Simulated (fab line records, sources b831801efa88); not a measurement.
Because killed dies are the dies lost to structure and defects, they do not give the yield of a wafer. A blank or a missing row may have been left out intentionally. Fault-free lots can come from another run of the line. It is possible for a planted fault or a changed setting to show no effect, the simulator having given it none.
2 desks looking at one fault	flow sky130	only its own numbers are on each desk; what lay behind them is given at the end

## AT THE TOOL OWNER'S DESK: pvd-sputter-02
The tool's own readings at SKY_METAL1_SPUTTER_00 (material Ti, target thk 15 nm, time 10 s): means of the sampled wafers that have a number, for each lot that ran on this tool. Any lot whose mean is over 4 standard deviations away from the usual mean is out of limits and marked OUT; that distance is given in the brackets.
Columns: A = throttle-valve-pct at SKY_METAL1_SPUTTER_00, usual 29.9 %
lot	first seen here	A
L176	day 32 13:20	30.7
L185	day 35 10:43	29.8
Result from this desk: across the 2 lots, nothing is out of limits.

## AT THE METROLOGY DESK
What the gauges read, lot by lot, whatever tool the lot ran on: means of the sampled wafers that have a number. Any lot whose mean is over 4 standard deviations away from the usual mean is out of limits and marked OUT; that distance is given in the brackets.
Columns: A = CONTACT_W_RS at SKY_CONTACT_RS_MEAS_25, usual 0.338 ohm/sq; B = CONTACT_W_THK at SKY_CONTACT_THK_MEAS_26, usual 340 nm
lot	first seen here	A	B
L175	day 32 08:51	0.341	338
L176	day 32 12:52	0.338	335
L185	day 35 10:14	0.339	334
L192	day 37 19:47	0.331	345
L195	day 39 00:32	0.341	338
Result from this desk: across the 5 lots, nothing is out of limits.

## PUT TOGETHER
The desk of the tool owner found nothing out of limits.
The metrology desk saw nothing out of limits.

## WHAT HAD BEEN PUT IN BY THE SIMULATOR
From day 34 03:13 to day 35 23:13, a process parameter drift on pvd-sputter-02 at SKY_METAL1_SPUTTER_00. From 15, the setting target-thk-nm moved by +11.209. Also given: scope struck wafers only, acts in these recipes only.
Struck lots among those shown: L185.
